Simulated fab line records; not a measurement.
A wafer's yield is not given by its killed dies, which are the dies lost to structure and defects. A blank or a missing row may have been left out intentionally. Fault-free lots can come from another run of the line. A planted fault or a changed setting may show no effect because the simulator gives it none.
fab line records	flow sky130
record: lots: 12	wafers: 36	last-day: 50
route steps=708 shown RES_XHIGH@339 SD_N@354 LI_CONTACT@384 LOCAL_INTERCONNECT@387
lots with no fault: from the same line, run without faults
start-h: start of the lot's first displayed wafer, in hours after the record's first day	wait-h: hours since the lot's step before	" identical to the entry in the row above	L1.1+2: several wafers, shown together as one row	- no value, or no start was given	* or withheld: withheld	< > ~ a bound
route shown NAME@n: a module of which the file shows steps, and the number in the route of the first	usual: mean/standard deviation taken from wafers without a fault	same: alike in all rows	chamber/n: place in a boat	sites: the reading at each site	_std_site: the standard deviation of these	_edge_site: the outer-site mean with the inner-site mean subtracted	radius-mm: how far each site lies from the wafer's centre	mask NAME#n: copy n	behind: tool/chamber where the wafer was last shaped	hold: what put the lot on hold/how long, in hours/how the hold closed	device: which transistor (n, p or np) failed to switch	end of line: the tests these same wafers got at the end of their route	a step with no rows: only its recipe	killed: count of dies lost to structure and defects at first sort (not the wafer's yield)	map: per-die view of a wafer (x killed, . not killed, _ where there is no die)
set.NAME: the setting that was run; set.NAME@STEP: the one run at that earlier step	model.NAME: the simulator's own value behind a step, which no gauge read
route steps across a sampled set of lots; one table per step, one row per wafer
services: a tool's chamber out of use, with start hour (start-h, from the record's first day; less than 0 if before it), hours out, and reason
== steps ==
step: SKY_RES_XHIGH_IMPLANT_07
recipe: species: BF2	energy-kev: 19.61	dose-cm2: 3.6e+14	tilt-deg: 0
usual: beam-energy-keV: 19.609/0.0054	beam-on-s: 45/7.4	dose-ions-cm2: 3.601e+14/3.9e+11
same: implant-ion-amu: 49
lot.wafer	tool	chamber	start-h	wait-h	beam-energy-keV	beam-on-s	dose-ions-cm2
L998.3	implanter-03	0	642.67	0.1	19.604	54	3.593e+14
L998.4	"	0	"	"	19.606	51	3.595e+14
L998.6	"	0	"	"	19.601	53	3.601e+14
L999.1	implanter-03	0	644.06	0.1	19.612	52	3.601e+14
L999.3	"	0	"	"	19.609	52	3.599e+14
L999.4	"	0	"	"	19.608	55	3.601e+14
L101.4	implanter-01	0	644.14	0.1	19.617	38	3.596e+14
L101.5	"	0	"	"	19.615	37	3.596e+14
L101.6	"	0	"	"	19.612	37	3.597e+14
L104.1	implanter-01	0	696.21	0.1	19.613	37	3.605e+14
L104.2	"	0	"	"	19.604	37	3.604e+14
L104.4	"	0	"	"	19.599	38	3.606e+14
L106.1	implanter-01	0	697.72	0.1	19.616	31	2.991e+14
L106.4	"	0	"	"	19.613	31	2.985e+14
L106.6	"	0	"	"	19.608	31	2.997e+14
L108.2	implanter-01	0	706.34	0.1	19.606	32	2.99e+14
L108.4	"	0	"	"	19.612	30	2.997e+14
L108.5	"	0	"	"	19.599	31	2.992e+14
L109.1	implanter-04	0	709.26	0.1	19.598	38	3.605e+14
L109.2	"	0	"	"	19.600	40	3.596e+14
L109.3	"	0	"	"	19.617	40	3.602e+14
L112.2	implanter-04	0	735.29	0.1	19.604	40	3.603e+14
L112.3	"	0	"	"	19.609	40	3.594e+14
L112.5	"	0	"	"	19.604	38	3.599e+14
L113.2	implanter-03	0	737.54	0.1	19.614	55	3.6e+14
L113.3	"	0	"	"	19.614	53	3.601e+14
L113.4	"	0	"	"	19.613	53	3.602e+14
L117.1	implanter-04	0	778.12	0.1	19.607	39	3.608e+14
L117.2	"	0	"	"	19.605	40	3.6e+14
L117.6	"	0	"	"	19.612	39	3.608e+14
L119.1	implanter-03	0	790.17	0.1	19.608	54	3.599e+14
L119.4	"	0	"	"	19.618	52	3.603e+14
L119.6	"	0	"	"	19.614	53	3.605e+14
L121.2	implanter-03	0	802.54	0.1	19.616	53	3.601e+14
L121.4	"	0	"	"	19.616	54	3.601e+14
L121.6	"	0	"	"	19.617	53	3.602e+14
step: SKY_RES_XHIGH_TW_MEAS_09
usual: RES_XHIGH_TW: 1634/17
lot.wafer	tool	chamber	start-h	wait-h	RES_XHIGH_TW
L998.3	film-metro-04	-	642.89	0.1	1637
L998.4	"	-	"	"	1634
L998.6	"	-	"	"	1646
L999.1	film-metro-03	-	644.31	0.1	1640
L999.3	"	-	"	"	1642
L999.4	"	-	"	"	1639
L101.4	film-metro-02	-	644.35	0.1	1603
L101.5	"	-	"	"	1621
L101.6	"	-	"	"	1621
L104.1	film-metro-03	-	696.46	0.1	1643
L104.2	"	-	"	"	1640
L104.4	"	-	"	"	1641
L106.1	film-metro-03	-	697.97	0.1	1554
L106.4	"	-	"	"	1561
L106.6	"	-	"	"	1561
L108.2	film-metro-03	-	706.58	0.1	1553
L108.4	"	-	"	"	1542
L108.5	"	-	"	"	1555
L109.1	film-metro-02	-	709.51	0.1	1609
L109.2	"	-	"	"	1608
L109.3	"	-	"	"	1612
L112.2	film-metro-04	-	735.53	0.1	1650
L112.3	"	-	"	"	1647
L112.5	"	-	"	"	1645
L113.2	film-metro-04	-	737.78	0.1	1647
L113.3	"	-	"	"	1645
L113.4	"	-	"	"	1636
L117.1	film-metro-04	-	778.37	0.1	1645
L117.2	"	-	"	"	1646
L117.6	"	-	"	"	1654
L119.1	film-metro-02	-	790.42	0.1	1607
L119.4	"	-	"	"	1610
L119.6	"	-	"	"	1610
L121.2	film-metro-02	-	802.77	0.1	1608
L121.4	"	-	"	"	1618
L121.6	"	-	"	"	1608
step: SKY_SD_N_TW_MEAS_12
usual: SD_N_TW: 3997/40
lot.wafer	tool	chamber	start-h	wait-h	SD_N_TW
L998.3	film-metro-04	-	672.20	0.1	4028
L998.4	"	-	"	"	4016
L998.6	"	-	"	"	4030
L999.1	film-metro-03	-	673.38	0.1	3992
L999.3	"	-	"	"	3993
L999.4	"	-	"	"	3984
L101.4	film-metro-02	-	674.24	0.1	3936
L101.5	"	-	"	"	3931
L101.6	"	-	"	"	3910
L104.1	film-metro-03	-	725.06	0.1	3997
L104.2	"	-	"	"	4003
L104.4	"	-	"	"	4031
L106.1	film-metro-03	-	726.66	0.1	4021
L106.4	"	-	"	"	4006
L106.6	"	-	"	"	4019
L108.2	film-metro-04	-	735.09	0.1	4029
L108.4	"	-	"	"	4030
L108.5	"	-	"	"	4004
L109.1	film-metro-02	-	737.77	0.1	3951
L109.2	"	-	"	"	3963
L109.3	"	-	"	"	3949
L112.2	film-metro-02	-	763.22	0.1	3909
L112.3	"	-	"	"	3909
L112.5	"	-	"	"	3906
L113.2	film-metro-03	-	764.97	0.1	4050
L113.3	"	-	"	"	4064
L113.4	"	-	"	"	4048
L117.1	film-metro-03	-	805.81	0.1	4003
L117.2	"	-	"	"	3993
L117.6	"	-	"	"	3987
L119.1	film-metro-03	-	818.22	0.1	4011
L119.4	"	-	"	"	3994
L119.6	"	-	"	"	4012
L121.2	film-metro-04	-	829.13	0.1	3976
L121.4	"	-	"	"	3981
L121.6	"	-	"	"	3967
step: SKY_SD_N_RS_MEAS_18
recipe: thk-meas-gauge: four-point-probe
usual: RES_XHIGH_RS: 330.0/1.3
lot.wafer	tool	chamber	start-h	wait-h	RES_XHIGH_RS[ohm/sq]
L998.3	film-metro-03	-	672.74	0.1	330.9
L998.4	"	-	"	"	331.6
L998.6	"	-	"	"	331.0
L999.1	film-metro-02	-	673.90	0.1	330.3
L999.3	"	-	"	"	329.1
L999.4	"	-	"	"	329.0
L101.4	film-metro-04	-	674.79	0.1	330.9
L101.5	"	-	"	"	331.4
L101.6	"	-	"	"	331.9
L104.1	film-metro-02	-	725.58	0.1	329.9
L104.2	"	-	"	"	329.6
L104.4	"	-	"	"	330.4
L106.1	film-metro-04	-	727.18	0.1	383.9
L106.4	"	-	"	"	384.9
L106.6	"	-	"	"	383.7
L108.2	film-metro-03	-	735.62	0.1	385.6
L108.4	"	-	"	"	386.7
L108.5	"	-	"	"	385.5
L109.1	film-metro-03	-	738.30	0.1	331.5
L109.2	"	-	"	"	329.5
L109.3	"	-	"	"	330.9
L112.2	film-metro-03	-	763.76	0.1	331.3
L112.3	"	-	"	"	330.6
L112.5	"	-	"	"	331.2
L113.2	film-metro-04	-	765.52	0.1	330.7
L113.3	"	-	"	"	331.0
L113.4	"	-	"	"	331.5
L117.1	film-metro-02	-	806.33	0.1	330.2
L117.2	"	-	"	"	330.4
L117.6	"	-	"	"	328.3
L119.1	film-metro-04	-	818.75	0.1	327.4
L119.4	"	-	"	"	326.9
L119.6	"	-	"	"	327.5
L121.2	film-metro-02	-	829.66	0.1	329.2
L121.4	"	-	"	"	327.3
L121.6	"	-	"	"	329.2
step: SKY_LI_CONTACT_RS_MEAS_22
recipe: thk-meas-gauge: four-point-probe	reads: W_of_LI_CONTACT_CVD_21+TiN_of_LI_CONTACT_SPUTTER_20+Ti_of_LI_CONTACT_SPUTTER_19
usual: LI_CONTACT_W_RS: 0.284/0.0039
lot.wafer	tool	chamber	start-h	wait-h	LI_CONTACT_W_RS[ohm/sq]
L998.3	film-metro-04	-	701.95	0.1	0.287
L998.4	"	-	"	"	0.281
L998.6	"	-	"	"	0.287
L999.1	film-metro-03	-	703.81	0.1	0.282
L999.3	"	-	"	"	0.280
L999.4	"	-	"	"	0.281
L101.4	film-metro-04	-	704.81	0.1	0.291
L101.5	"	-	"	"	0.290
L101.6	"	-	"	"	0.286
L104.1	film-metro-03	-	754.62	0.1	0.289
L104.2	"	-	"	"	0.283
L104.4	"	-	"	"	0.289
L106.1	film-metro-03	-	756.36	0.1	0.284
L106.4	"	-	"	"	0.283
L106.6	"	-	"	"	0.288
L108.2	film-metro-04	-	764.34	0.1	0.280
L108.4	"	-	"	"	0.282
L108.5	"	-	"	"	0.281
L109.1	film-metro-03	-	765.77	0.1	0.284
L109.2	"	-	"	"	0.285
L109.3	"	-	"	"	0.284
L112.2	film-metro-04	-	791.98	0.1	0.279
L112.3	"	-	"	"	0.284
L112.5	"	-	"	"	0.280
L113.2	film-metro-04	-	793.42	0.1	0.280
L113.3	"	-	"	"	0.282
L113.4	"	-	"	"	0.285
L117.1	film-metro-04	-	834.43	0.1	0.276
L117.2	"	-	"	"	0.279
L117.6	"	-	"	"	0.282
L119.1	film-metro-03	-	846.50	0.1	0.283
L119.4	"	-	"	"	0.281
L119.6	"	-	"	"	0.284
L121.2	film-metro-04	-	857.03	0.1	0.288
L121.4	"	-	"	"	0.290
L121.6	"	-	"	"	0.288
step: SKY_LOCAL_INTERCONNECT_SPUTTER_00
recipe: material: TiN	target-thk-nm: 100	temp-c: 300	power-w: 6310	time-s: 83.3	chamber-pressure-pa: 0.4
usual: throttle-valve-pct: 30.2/1
lot.wafer	tool	chamber	start-h	wait-h	throttle-valve-pct
L998.3	pvd-sputter-01	-	702.39	0.1	31.4
L998.4	"	-	"	"	31.5
L998.6	"	-	"	"	29.3
L999.1	pvd-sputter-04	-	704.29	0.1	31.2
L999.3	"	-	"	"	30.0
L999.4	"	-	"	"	31.1
L101.4	pvd-sputter-01	-	705.23	0.2	31.4
L101.5	"	-	"	"	31.5
L101.6	"	-	"	"	29.2
L104.1	pvd-sputter-04	-	755.10	0.1	30.2
L104.2	"	-	"	"	31.3
L104.4	"	-	"	"	30.9
L106.1	pvd-sputter-02	-	756.84	0.2	30.0
L106.4	"	-	"	"	29.1
L106.6	"	-	"	"	31.1
L108.2	pvd-sputter-02	-	764.80	0.2	31.2
L108.4	"	-	"	"	29.8
L108.5	"	-	"	"	28.7
L109.1	pvd-sputter-02	-	766.25	0.2	29.7
L109.2	"	-	"	"	28.6
L109.3	"	-	"	"	31.2
L112.2	pvd-sputter-02	-	792.44	0.2	29.6
L112.3	"	-	"	"	28.7
L112.5	"	-	"	"	29.6
L113.2	pvd-sputter-01	-	793.88	0.2	31.2
L113.3	"	-	"	"	29.1
L113.4	"	-	"	"	31.3
L117.1	pvd-sputter-04	-	834.91	0.1	28.8
L117.2	"	-	"	"	31.3
L117.6	"	-	"	"	28.9
L119.1	pvd-sputter-01	-	846.98	0.1	29.4
L119.4	"	-	"	"	31.2
L119.6	"	-	"	"	31.4
L121.2	pvd-sputter-02	-	857.49	0.2	30.7
L121.4	"	-	"	"	29.9
L121.6	"	-	"	"	31.1
== services ==
tool	chamber	start-h	hours	kind
implanter-03	-	626.17	2.4	repair
implanter-04	-	629.79	3.8	pm
pvd-sputter-04	-	631.26	8.8	repair
implanter-04	-	646.13	2.7	repair
pvd-sputter-04	-	647.03	4.0	repair
pvd-sputter-04	3	652.70	-	consumable-replace:kit
pvd-sputter-04	3	652.70	18.0	scheduled-down
pvd-sputter-04	3	652.70	18.0	vent-cycle
pvd-sputter-04	-	675.54	7.0	repair
pvd-sputter-02	-	703.26	4.1	repair
implanter-01	-	725.93	1.3	repair
pvd-sputter-01	-	739.91	3.9	repair
implanter-01	-	752.06	4.9	pm
implanter-01	-	765.09	3.1	repair
pvd-sputter-01	3	769.61	-	consumable-replace:kit
pvd-sputter-01	3	769.61	18.0	scheduled-down
pvd-sputter-01	3	769.61	18.0	vent-cycle
implanter-04	-	799.41	5.2	repair
implanter-01	-	812.27	5.5	pm
pvd-sputter-01	-	813.67	4.6	repair
implanter-01	-	825.45	3.0	repair
implanter-01	-	831.01	0.7	repair
implanter-03	-	852.66	4.8	pm
== key ==
first-sign: step: SKY_RES_XHIGH_IMPLANT_07	reading: dose-ions-cm2	direction: down	sigmas: 99+	usual: *	struck: *
effect: step: SKY_RES_XHIGH_IMPLANT_07	reading: beam-on-s	direction: down	sigmas: 1.8	usual: 45	struck: 31
effect: step: SKY_RES_XHIGH_TW_MEAS_09	reading: RES_XHIGH_TW	direction: down	sigmas: 4.6	usual: 1634	struck: 1554
effect: step: SKY_SD_N_RS_MEAS_18	reading: RES_XHIGH_RS	direction: up	sigmas: 44	usual: 330.0	struck: 385.1
met-at SKY_RES_XHIGH_IMPLANT_07
struck-lots L106,L108
tester-left-out L106,L108
not-acting-at SKY_SD_N_TW_MEAS_12,SKY_LI_CONTACT_RS_MEAS_22,SKY_LOCAL_INTERCONNECT_SPUTTER_00
onset-between 696.21 697.72
fault: kind: process-parameter-drift	tool: implanter-01	chamber: -	onset-h: 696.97	steps: SKY_RES_XHIGH_IMPLANT_07	channel: dose-cm2	offset: *	shape: step	end-h: 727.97	acts-in: *	stated: *
tester-left-out: of these lots the tester's yield and bins aren't shown, on N5 and GAA mostly nor the transistor test; their killed dies are dies lost to structure and defects alone, not to doping, threshold or leakage, so they don't give the yield
